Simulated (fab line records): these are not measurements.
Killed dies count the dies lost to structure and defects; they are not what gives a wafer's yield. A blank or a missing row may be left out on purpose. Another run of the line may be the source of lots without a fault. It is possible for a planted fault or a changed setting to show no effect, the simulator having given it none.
Which tool did it? | flow sky130 | 33 wafers from 11 lots sampled at 3 of the route's 708 steps

## WHAT EACH GAUGE READ, for each wafer
SKY_CAP2M_THK_MEAS_04: measures by xrf.
lot  | measured     | on            | CAP2M_TIN_THK (nm)
L726 | day 40 02:31 | film-metro-02 | 201.6 201.6 202.0
L727 | day 40 08:07 | film-metro-04 | 201.3 201.3 200.7
L728 | day 40 09:34 | film-metro-04 | 197.8 199.3 198.4
L729 | day 41 04:24 | film-metro-03 | 198.7 197.8 197.7
L734 | day 42 10:04 | film-metro-04 | 197.8 200.1 200.4
L739 | day 43 17:32 | film-metro-04 | 198.3 201.5 201.5
L740 | day 44 00:40 | film-metro-04 | 201.0 200.7 200.2
L741 | day 44 14:33 | film-metro-02 | 200.5 200.5 198.1
L742 | day 44 16:01 | film-metro-03 | 199.1 203.6 202.2
L743 | day 44 20:34 | film-metro-03 | 201.4 198.0 199.8
L744 | day 45 04:01 | film-metro-03 | 199.3 198.4 199.3

## EACH LOT AND THE TOOL THAT RAN IT (in order: tool; ch and the chambers of the sampled wafers; start)
lot  | SKY_VIA3_CVD_21               | SKY_METAL4_SPUTTER_01
L726 | cvd-w-01 ch 0,1, day 40 01:26 | pvd-sputter-04, day 40 02:04
L727 | cvd-w-02 ch 0,1, day 40 07:04 | pvd-sputter-04, day 40 07:41
L728 | cvd-w-02 ch 1, day 40 08:29   | pvd-sputter-02, day 40 09:07
L729 | cvd-w-01 ch 0,1, day 41 03:20 | pvd-sputter-04, day 41 03:58
L734 | cvd-w-02 ch 0,1, day 42 08:59 | pvd-sputter-02, day 42 09:37
L739 | cvd-w-01 ch 0,1, day 43 16:14 | pvd-sputter-04, day 43 17:04
L740 | cvd-w-01 ch 0,1, day 43 23:37 | pvd-sputter-04, day 44 00:13
L741 | cvd-w-01 ch 0,1, day 44 13:29 | pvd-sputter-02, day 44 14:05
L742 | cvd-w-01 ch 0,1, day 44 14:57 | pvd-sputter-04, day 44 15:35
L743 | cvd-w-01 ch 1, day 44 19:30   | pvd-sputter-01, day 44 20:07
L744 | cvd-w-02 ch 1, day 45 02:53   | pvd-sputter-04, day 45 03:32
- SKY_VIA3_CVD_21: deposits W, target thk 390 nm, time 117.31 s.
- SKY_METAL4_SPUTTER_01: material TiN, target thk 20 nm, time 16.7 s.

## WHAT THE TOOLS THEMSELVES READ (means of the sampled wafers that have a number; where no wafer has one, the mark that the record gives instead)
SKY_VIA3_CVD_21.
lot  | tool     | heater-power-w (W) | susceptor-temp-C (C)
L726 | cvd-w-01 | 897                | 399.89
L727 | cvd-w-02 | 842                | 399.86
L728 | cvd-w-02 | 868                | 400.24
L729 | cvd-w-01 | 915                | 400.28
L734 | cvd-w-02 | 842                | 400.09
L739 | cvd-w-01 | 895                | 399.87
L740 | cvd-w-01 | 902                | 399.95
L741 | cvd-w-01 | 905                | 399.92
L742 | cvd-w-01 | 893                | 399.89
L743 | cvd-w-01 | 806                | 400.01
L744 | cvd-w-02 | 861                | 400.01

SKY_METAL4_SPUTTER_01.
lot  | tool           | cathode-dc-power-W (W) | throttle-valve-pct (%)
L726 | pvd-sputter-04 | 6500.7                 | 29.3
L727 | pvd-sputter-04 | 6500.3                 | 29.7
L728 | pvd-sputter-02 | 6500.0                 | 30.9
L729 | pvd-sputter-04 | 6499.2                 | 29.4
L734 | pvd-sputter-02 | 6500.8                 | 30.7
L739 | pvd-sputter-04 | 6500.6                 | 30.2
L740 | pvd-sputter-04 | 6499.8                 | 29.7
L741 | pvd-sputter-02 | 6499.6                 | 30.4
L742 | pvd-sputter-04 | 6499.1                 | 29.7
L743 | pvd-sputter-01 | 6499.5                 | 30.4
L744 | pvd-sputter-04 | 6500.5                 | 29.4

## THE ANSWER, worked out from the rows above alone
Rule: what is usual is taken from the lots themselves. The widest of any qualifying gaps counts: lots, ordered by their means at a reading, are off when they make up no more than a third of the lots, leave a main group of 4 or more, and stand apart from it by 3 or more times the standard deviation of that group's means. If all means in a main group match to the digits the tables above print for the reading, that group is not used. A lot without any number at a reading at which 4 lots or more have one is off too. Any other lot the step has rows for is counted as sound. Order of review: gauges by route order, followed by the tools' own readings, for which a lot's mean as printed above is used. The first step at which some lot is off is used, and at that step the reading that is off furthest; a lot without a number counts as furthest.
Nothing can be told from this: no lot is off at any reading shown.

## WHAT THE SIMULATOR PUT IN
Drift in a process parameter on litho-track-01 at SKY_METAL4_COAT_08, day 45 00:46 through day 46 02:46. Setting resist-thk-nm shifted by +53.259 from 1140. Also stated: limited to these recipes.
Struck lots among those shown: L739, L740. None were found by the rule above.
